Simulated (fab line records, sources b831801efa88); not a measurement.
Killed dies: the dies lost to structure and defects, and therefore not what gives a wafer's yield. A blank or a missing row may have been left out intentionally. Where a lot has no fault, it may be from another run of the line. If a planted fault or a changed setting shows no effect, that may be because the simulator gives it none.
A lot that was struck, set against a sound lot | flow sky130 | 16 out of 708 route steps
Sound: wafers L991.3, L991.4, L991.5. The struck wafers were L106.2, L106.4, L106.5. The cause is given at the end.
Each step with rows lists, per side, the tool, then ch with its chambers, then its first start. Under that, the readings that differ: sound wafers | struck wafers | difference of the means | sigmas: that difference in standard deviations of wafers without a fault.
alike: words and numbers the same on both sides, and readings whose means are apart by under 2 such deviations; not compared: readings that were withheld, readings missing a value for some wafer, numbers with overlapping values and no deviation given by the record, and bounds like >300 which may hide the same value.
A row with sigmas, a row that says differs or no value, or rows on one side alone: a step with any of these is where the two part. Non-overlapping numbers with no deviation appear without sigmas and do not part them. A reading missing from all wafers of one side parts the sides only when that side holds two or more wafers.

first, 2 steps without rows for these wafers: SKY_VT_ADJUST_LVTN_PEB_16; SKY_VT_ADJUST_LVTN_DEVELOP_17 (develop time 60 s).
SKY_VT_ADJUST_LVTN_OVL_MEAS_18:
  sound: overlay-01 at day 9 04:28; struck: overlay-01 at day 13 11:29
  alike: VT_ADJUST_LVTN_01_OVL
then, 1 step without rows for these wafers: SKY_VT_ADJUST_LVTN_IMPLANT_19.
SKY_VT_ADJUST_LVTN_STRIP_20: strips in O2/N2.
  sound on plasma asher-02 ch 0,1, day 9 04:40; struck on plasma asher-02 ch 0,1, day 13 11:40
  reading                      | sound             | struck            | difference | sigmas
  strip time to endpoint s (s) | 14.26 14.23 14.21 | 14.14 14.17 14.11 | -0.09      | -3
  alike: drypump motor current A, n2 flow sccm, oes product au
  not compared: rf hours counter h
SKY_VT_ADJUST_LVTN_TW_MEAS_21:
  sound: film metro-02 at day 9 04:46; struck: film metro-04 at day 13 11:46
  alike: VT_ADJUST_LVTN_2_TW
then, 6 steps without rows for these wafers: SKY_VT_ADJUST_NCORE_DEHYDRATE_00 (time 60 s); SKY_VT_ADJUST_NCORE_HMDS_01 (prime time 60 s); SKY_VT_ADJUST_NCORE_COAT_02 (resist thk 1140 nm); SKY_VT_ADJUST_NCORE_SOFTBAKE_03 (time 60 s); SKY_VT_ADJUST_NCORE_EXPOSE_04 (exposes mask LVTN COMPLEMENT THIN, target cd 380 nm); SKY_VT_ADJUST_NCORE_PEB_05.
SKY_VT_ADJUST_NCORE_DEVELOP_06: develop time 60 s.
  sound on litho track-01 ch 0, day 10 01:05; struck on litho track-01 ch 0, day 14 13:34
SKY_VT_ADJUST_NCORE_CD_MEAS_07: target cd 380 nm.
  sound: cd sem-02 at day 10 01:14; struck: cd sem-02 at day 14 13:43
  reading    | sound             | struck            | difference | sigmas
  cd nm (nm) | 380.8 379.9 378.9 | 395.7 392.1 392.2 | +13.5      | +5
SKY_VT_ADJUST_NCORE_OVL_MEAS_08:
  sound: overlay-02 at day 10 01:19; struck: overlay-02 at day 14 13:49
  alike: VT_ADJUST_NCORE_OVL
-- here the record skips 36 days between the struck wafers' starts before and after, leaving off in module VT_ADJUST_NCORE and picking up in module PAD_OPEN (first step shown: number 708 of the route) --
SKY_PAD_OPEN_PROBE_99:
  sound: prober-01 at day 47 00:19; struck: prober-02 at day 50 11:38
  reading             | sound    | struck   | difference | sigmas
  killed at front end | 10 13 10 | 21 19 22 | +10        | +2
  alike: killed_at_M0_to_M3, killed_at_M4_up, killed at contacts, killed at other, killed dies, killed on rim, killed open, killed short

## WHERE THEY PART
Last at SKY_PAD_OPEN_PROBE_99 as far as this record goes, first at SKY_VT_ADJUST_LVTN_STRIP_20.

WHY: what had been put in by the simulator
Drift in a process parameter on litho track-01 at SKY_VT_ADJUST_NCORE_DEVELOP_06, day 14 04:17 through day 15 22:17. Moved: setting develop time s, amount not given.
